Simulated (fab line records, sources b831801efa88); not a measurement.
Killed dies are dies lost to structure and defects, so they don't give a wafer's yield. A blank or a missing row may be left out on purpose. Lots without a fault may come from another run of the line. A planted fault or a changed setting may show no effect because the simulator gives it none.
A struck lot beside a sound one | flow sky130 | 15 steps out of a route of 708
Sound: wafers L366.1, L366.2, L366.6. Struck: wafers L359.2, L359.4. (L359.6 of the same lot was not struck and is left out.) The cause comes at the end.
At each step with rows: each side's tool, then ch and its chambers, then its first start. Under that, the readings that differ: sound wafers | struck wafers | difference of the means | sigmas: that difference in standard deviations of wafers without a fault.
alike: readings whose means differ by less than 2 such deviations, and words and numbers that are the same on both sides. not compared: withheld readings, readings that some wafer has no value for, bounds like >300 that may hide the same value, and numbers for which the record gives no deviation and whose values overlap.
The two part at a step that has a row with sigmas, a row that says differs or no value, or rows on one side only. Numbers that don't overlap but have no deviation are shown without sigmas and don't part them. A reading that every wafer of one side lacks parts them only if that side has two wafers or more.

first, 5 steps without rows for these wafers: SKY_VIA3_STRIP_17 (strips in post etch residue remover, time 1200 s); SKY_VIA3_CLEAN_18 (cleans in IPA, time 180 s); SKY_VIA3_CLEAN_19 (cleans in O3/DIW); SKY_VIA3_SPUTTER_20 (material TiN, target thk 20 nm, time 80 s); SKY_VIA3_CVD_21 (deposits W, target thk 390 nm, time 117.31 s).
SKY_VIA3_RS_MEAS_22: measures by four-point-probe.
  sound on film_metro-04, day 47 19:55; struck on film_metro-02, day 42 10:28
  alike: VIA3_W_RS
SKY_VIA3_THK_MEAS_23: measures by xrf.
  sound on film_metro-04, day 47 20:02; struck on film_metro-02, day 42 10:35
  alike: VIA3_W_THK
SKY_VIA3_CMP_24: polishes, stops on SiO2, t overpolish 20 s, target thk 0 nm.
  sound on cmp-01 ch 0,1,2, day 47 20:05; struck on cmp-02 ch 0,3, day 42 10:44
  alike: motor_current_A, overpolish_run_s, slurry_filter_dp_kPa, time_to_endpoint_s
SKY_METAL4_SPUTTER_00: material Ti, target thk 15 nm, time 10 s.
  sound on pvd_sputter-01, day 47 20:23; struck on pvd_sputter-04, day 42 10:56
  alike: throttle_valve_pct
then, 1 step without rows for these wafers: SKY_METAL4_SPUTTER_01 (material TiN, target thk 20 nm, time 16.7 s).
SKY_METAL4_SPUTTER_02: material AlCu, target thk 735 nm, time 39.1 s.
  sound on pvd_sputter-01, day 47 20:26; struck on pvd_sputter-04, day 42 10:59
  alike: throttle_valve_pct
SKY_METAL4_SPUTTER_03: material Ti, target thk 5 nm, time 3.3 s.
  sound on pvd_sputter-01, day 47 20:29; struck on pvd_sputter-04, day 42 11:01
  alike: throttle_valve_pct
SKY_METAL4_SPUTTER_04: material TiN, target thk 70 nm, time 58.3 s.
  sound on pvd_sputter-01, day 47 20:30; struck on pvd_sputter-04, day 42 11:02
  reading                                    | sound       | struck     | difference | sigmas
  model.TiN_of_METAL4_SPUTTER_04.thk_nm (nm) | 71.31 70 70 | 78.6 78.04 | +7.9       |
  alike: throttle_valve_pct
SKY_CAP2M_CVD_00: deposits SiO2, target thk 15.5 nm.
  sound on pecvd-02 ch 0,1, day 47 20:33; struck on pecvd-01 ch 1, day 42 11:05
  reading            | sound       | struck  | difference | sigmas
  heater_power_w (W) | 761 726 723 | 592 590 | -146       | -2
  alike: rf_fwd_power_W
-- the record jumps here: 6 days lie between the struck wafers' starts before and after (it left off in module CAP2M and takes up again in module PAD_OPEN, whose first step shown is number 708 of the route) --
SKY_PAD_OPEN_PROBE_99:
  sound on prober-02, day 52 15:23; struck on prober-02, day 48 12:05
  alike: defect_limited_yield, killed_at_M0_to_M3, killed_at_M4_up, killed_at_contacts, killed_at_front_end, killed_at_other, killed_dies, killed_open, killed_short, sort_bin_3_pad_short, sort_bin_5_function, sort_bin_6_memory, sort_n_pass, sort_yield_pct

WHERE THEY PART
Only at SKY_CAP2M_CVD_00, within this record. Later steps at which nothing parts them and some readings are alike: SKY_PAD_OPEN_PROBE_99.

WHY: what the simulator had put in
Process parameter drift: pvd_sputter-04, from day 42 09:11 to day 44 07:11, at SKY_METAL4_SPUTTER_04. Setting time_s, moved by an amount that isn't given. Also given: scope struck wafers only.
